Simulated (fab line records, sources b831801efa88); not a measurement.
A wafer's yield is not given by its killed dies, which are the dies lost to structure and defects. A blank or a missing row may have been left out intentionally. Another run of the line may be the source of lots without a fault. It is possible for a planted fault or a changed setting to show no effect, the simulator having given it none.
Matching of chambers ; flow sky130 ; SKY_FIELD_ISO_ETCH_17 on rie_si-01: 4 sister chambers
The step etches Si in HBr/Cl2/O2, target depth 342 nm, time 97.7 s. 4 wafers are shown with their chamber, then 8 later ones without.

WAFERS PAIRED WITH THEIR CHAMBERS
wafer;chamber;drypump_motor_current_A (A)
L459.3;0;5.7
L460.5;1;5.7
L460.6;3;5.4
L466.2;2;6.2

WAFERS WHOSE CHAMBER IS MISSING
wafer;drypump_motor_current_A (A)
L466.5;5.7
L466.6;6.2
L467.2;5.5
L467.3;5.7
L467.4;5.5
L468.3;5.5
L468.4;5.5
L468.5;5.7

THE CHAMBER EACH PASSED THROUGH
wafer;from the rows above;in truth
L466.5;can't be placed: 0 or 1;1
L466.6;2;2
L467.2;can't be placed: 3 or 0 or 1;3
L467.3;can't be placed: 0 or 1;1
L467.4;can't be placed: 3 or 0 or 1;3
L468.3;can't be placed: 3 or 0 or 1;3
L468.4;can't be placed: 3 or 0 or 1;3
L468.5;can't be placed: 0 or 1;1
Correctly placed: 1 of 8. Unplaceable from these rows: 7, with the true chamber sitting among the candidates in 7. Number placed wrongly: 0.
How it was worked out, from the rows above alone: a wafer's distance from a chamber is the root of the sum, over the readings, of the square of ((its reading less the chamber's mean) divided by the reading's scatter). The wafer belongs to the nearest chamber; if the next one is less than 2 further off, it can't be placed. The mean given for a chamber averages the wafers shown for that chamber. The scatter (one wafer shown for each chamber): square how far every hidden wafer sits from the nearest shown wafer, average those squares and take the square root.
